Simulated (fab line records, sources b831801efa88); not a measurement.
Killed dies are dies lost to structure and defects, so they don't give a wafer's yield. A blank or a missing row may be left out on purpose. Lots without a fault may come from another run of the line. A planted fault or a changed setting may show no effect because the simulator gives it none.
fab line records | flow gf180mcu
record lots=7 wafers=21 last_day=34
route steps=602 shown STI@1
lots that met no fault: from a run of the same line without faults
start_h: hours from the record's first day to the start of the lot's first wafer shown | wait_h: hours since the lot's step before | " the same as in the row above | L1.1+2: a row that stands for several wafers | - no value, or no start given | * or withheld: withheld | < > ~ a bound
route shown NAME@n: a module of which the file shows steps, and the number in the route of the first | usual: mean/standard deviation of fault-free wafers | same: alike in all rows | chamber/n: place in a boat | sites: the reading at each site | _std_site: their standard deviation | _edge_site: outer sites' mean less inner sites' | radius_mm: how far each site lies from the wafer's centre | mask NAME#n: copy n | behind: the tool/chamber that last shaped the wafer | hold: why the lot was held/for how many hours/how that ended | device: the transistor (n, p or np) that didn't switch | end of line: the same wafers' tests at the end of the route | a step without rows: its recipe alone | killed: dies lost to structure and defects at the first sort, not the wafer's yield | map: a wafer's dies, x killed, . not, _ none there
set.NAME: the setting as run; set.NAME@STEP: as run at that earlier step | model.NAME: the simulator's own value behind a step, which no gauge read
lots at some steps of the route; a table a step, a row a wafer
## steps
# step GF_STI_BOW_MEAS_00
# recipe mode=bow
# usual INCOMING_BOW=1/6.9
# columns lot.wafer tool chamber start_h wait_h INCOMING_BOW[um]
L507.1 film_metro-04 - 50.00 - 11
L507.3 " - " " 4
L507.4 " - " " -9
L508.2 film_metro-03 - 55.02 - -2
L508.3 " - " " 4
L508.4 " - " " -12
L513.2 film_metro-02 - 80.02 - 7
L513.5 " - " " 3
L513.6 " - " " 8
L515.2 film_metro-04 - 90.02 - -9
L515.4 " - " " 10
L515.6 " - " " 4
L516.2 film_metro-04 - 95.02 - -3
L516.3 " - " " 3
L516.5 " - " " -8
L517.2 film_metro-04 - 100.02 - 2
L517.5 " - " " 4
L517.6 " - " " 10
L522.1 film_metro-03 - 125.00 - -9
L522.4 " - " " -3
L522.5 " - " " 7
# step GF_STI_OXIDATION_01
# recipe temp_c=900 ambient=O2 stabilise_s=600 purge_s=300 target_thk_a=100 ox_time_s=1418
# step GF_STI_THK_MEAS_02
# recipe reads=SiO2_of_STI_OXIDATION_01
# usual STI_OXIDATION_THK=9.97/0.18
# columns lot.wafer tool chamber start_h wait_h STI_OXIDATION_THK[nm]
L507.1 film_metro-04 - 52.05 0.0 10.12
L507.3 " - " " 10.06
L507.4 " - " " 10.03
L508.2 film_metro-03 - 56.52 0.0 10.29
L508.3 " - " " 10.09
L508.4 " - " " 10.11
L513.2 film_metro-04 - 81.96 0.0 10.07
L513.5 " - " " 10.18
L513.6 " - " " 10.13
L515.2 film_metro-03 - 92.12 0.0 10.16
L515.4 " - " " 10.05
L515.6 " - " " 9.99
L516.2 film_metro-03 - 96.52 0.0 9.72
L516.3 " - " " 9.79
L516.5 " - " " 9.81
L517.2 film_metro-03 - 101.52 0.0 9.74
L517.5 " - " " 9.74
L517.6 " - " " 9.76
L522.1 film_metro-04 - 126.83 0.0 9.72
L522.4 " - " " 9.60
L522.5 " - " " 9.54
# step GF_STI_CVD_03
# recipe material=Si3N4 precursor=DCS/NH3 target_thk_nm=207.16 temp_c=770 time_s=3551 pressure_mtorr=250
# step GF_STI_THK_MEAS_04
# recipe reads=Si3N4_of_STI_CVD_03
# usual STI_CVD_03_THK=207.0/2.7
# columns lot.wafer tool chamber start_h wait_h STI_CVD_03_THK[nm]
L507.1 film_metro-02 - 54.10 0.0 206.4
L507.3 " - " " 208.4
L507.4 " - " " 208.0
L508.2 film_metro-02 - 61.05 0.0 202.2
L508.3 " - " " 201.4
L508.4 " - " " 203.6
L513.2 film_metro-03 - 84.01 0.0 205.3
L513.5 " - " " 205.5
L513.6 " - " " 204.8
L515.2 film_metro-02 - 94.17 0.0 210.0
L515.4 " - " " 211.1
L515.6 " - " " 210.5
L516.2 film_metro-02 - 98.57 0.0 206.5
L516.3 " - " " 208.0
L516.5 " - " " 206.6
L517.2 film_metro-03 - 103.57 0.0 209.6
L517.5 " - " " 207.6
L517.6 " - " " 209.4
L522.1 film_metro-03 - 128.87 0.0 204.6
L522.4 " - " " 205.6
L522.5 " - " " 205.6
# step GF_STI_DEHYDRATE_05
# recipe temp_c=200 time_s=60
# step GF_STI_HMDS_06
# recipe prime_time_s=60 prime_temp_c=120
# step GF_STI_COAT_07
# recipe resist=KrF spin_rpm=withheld resist_thk_nm=700
# step GF_STI_SOFTBAKE_08
# recipe temp_c=130 time_s=60 resist=KrF
# step GF_STI_EXPOSE_09
# recipe mask_id=COMP target_cd_nm=220 na=0.68 source_shape=conventional sigma_outer=0.6 dose_mj=28
# step GF_STI_PEB_10
# recipe peb_temp_c=135 peb_time_s=90 resist=KrF
# usual chill_plate_temp_C=23.01/0.12 exhaust_pa=45.0/0.94 heater_power_total_W=85.70/0.085 peb_time_s=90/0 plate_temp_C=135.02/0.14
# columns lot.wafer tool chamber start_h wait_h chill_plate_temp_C exhaust_pa heater_power_total_W peb_time_s plate_temp_C
L507.1 litho_track-02 0 66.87 - 22.90 44.7 85.63 90 134.98
L507.3 " 0 " " 22.87 45.1 85.80 90 135.01
L507.4 " 0 " " 22.93 45.4 85.59 90 135.07
L508.2 litho_track-02 0 73.75 - 23.22 43.9 85.77 90 134.93
L508.3 " 0 " " 23.12 44.9 85.72 90 134.86
L508.4 " 0 " " 23.18 45.9 85.56 90 134.93
L513.2 litho_track-01 0 97.49 - 23.01 47.0 85.59 90 134.88
L513.5 " 0 " " 22.95 46.0 85.64 90 134.93
L513.6 " 0 " " 22.88 45.6 85.68 90 134.94
L515.2 litho_track-02 - 108.00 - - - - - -
L515.4 " - " " - - - - -
L515.6 " - " " - - - - -
L516.2 litho_track-01 - 111.44 - - - - - -
L516.3 " - " " - - - - -
L516.5 " - " " - - - - -
L517.2 litho_track-01 - 117.64 - - - - - -
L517.5 " - " " - - - - -
L517.6 " - " " - - - - -
L522.1 litho_track-01 0 143.96 - 23.08 44.9 85.66 90 135.10
L522.4 " 0 " " 23.06 44.9 85.88 90 135.08
L522.5 " 0 " " 23.14 45.7 85.84 90 135.16
# step GF_STI_DEVELOP_11
# recipe develop_time_s=60 dev_temp_c=21
## key
first_sign step=GF_STI_PEB_10 reading=tool_record direction=missing
effect none on later readings
met_at GF_STI_PEB_10
struck_wafers L515.2,L515.4,L515.6,L516.2,L516.3,L516.5,L517.2,L517.5,L517.6
later_rows_left_out L515.2,L515.4,L515.6,L516.2,L516.3,L516.5,L517.2,L517.5,L517.6
sort_left_out L515.2,L515.4,L515.6,L516.2,L516.3,L516.5,L517.2,L517.5,L517.6
tester_left_out L515,L516,L517
onset_between 97.49 108.00
fault kind=skipped_step_whole tool=litho_track-01,litho_track-02 chamber=- onset_h=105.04 steps=GF_STI_PEB_10 scope=struck_lots_only
# tester_left_out: of these lots the tester's yield and bins aren't shown, on N5 and GAA mostly nor the transistor test; their killed dies are dies lost to structure and defects alone, not to doping, threshold or leakage, so they don't give the yield
# sort_left_out: the simulated sort isn't trusted on such a fault, so these wafers' sort isn't shown, and their yield isn't known
# later_rows_left_out: the simulator's readings of these wafers behind a module that went badly wrong aren't trusted and aren't shown, but for the sort
